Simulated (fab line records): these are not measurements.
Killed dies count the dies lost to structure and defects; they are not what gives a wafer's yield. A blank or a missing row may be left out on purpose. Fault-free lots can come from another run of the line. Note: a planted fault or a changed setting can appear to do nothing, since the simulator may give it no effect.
Chamber matching + flow gf180mcu + GF_STI_CMP_25 on cmp-01: 4 sister chambers
The step polishes, stops on Si3N4, t overpolish 33 s, target thk 524.6 nm. 8 wafers are shown with their chamber, then 7 later ones without.

EACH WAFER AND ITS CHAMBER
| wafer  | chamber | time-to-endpoint-s (s) | motor-current-A (A) |
|--------|---------|------------------------|---------------------|
| L962.1 | 2       | 135                    | 11.5                |
| L964.1 | 2       | 134                    | 12.0                |
| L964.5 | 3       | 124                    | 12.8                |
| L965.1 | 1       | 130                    | 11.3                |
| L965.5 | 0       | 132                    | 12.2                |
| L965.6 | 1       | 134                    | 10.8                |
| L968.4 | 3       | 123                    | 13.4                |
| L968.5 | 0       | 126                    | 12.1                |

WAFERS WHOSE CHAMBER IS MISSING
| wafer  | time-to-endpoint-s (s) | motor-current-A (A) |
|--------|------------------------|---------------------|
| L968.6 | 120                    | 11.5                |
| L969.3 | 123                    | 11.1                |
| L969.5 | 129                    | 12.4                |
| L969.6 | 128                    | 11.7                |
| L970.1 | 135                    | 12.1                |
| L970.4 | 118                    | 11.4                |
| L970.5 | 123                    | 11.6                |

CHAMBER TAKEN BY EACH
| wafer  | from the rows above               | in truth                   |
|--------|-----------------------------------|----------------------------|
| L968.6 | can't be placed: 0 or 1 or 3 or 2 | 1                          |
| L969.3 | can't be placed: 1 or 0 or 2      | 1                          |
| L969.5 | 0                                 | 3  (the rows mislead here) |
| L969.6 | can't be placed: 0 or 1 or 2      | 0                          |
| L970.1 | can't be placed: 2 or 0           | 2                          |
| L970.4 | can't be placed: 0 or 1 or 3 or 2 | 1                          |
| L970.5 | can't be placed: 0 or 1 or 2 or 3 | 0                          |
0 of 7 placed correctly. Not placeable from these rows: 6 (in 6, the candidates include the true chamber). Number placed wrongly: 1.
How it was worked out, from the rows above alone: a wafer's distance from a chamber is the root of the sum, over the readings, of the square of ((its reading less the chamber's mean) divided by the reading's scatter). If the next closest chamber is less than 2 further off than the closest, the wafer can't be placed; otherwise it belongs to the closest. Each chamber's mean is taken over the wafers shown for it. The scatter: take each reading less its chamber's mean, square it, sum over the shown wafers, divide by the number of wafers less the number of chambers, and take the root.
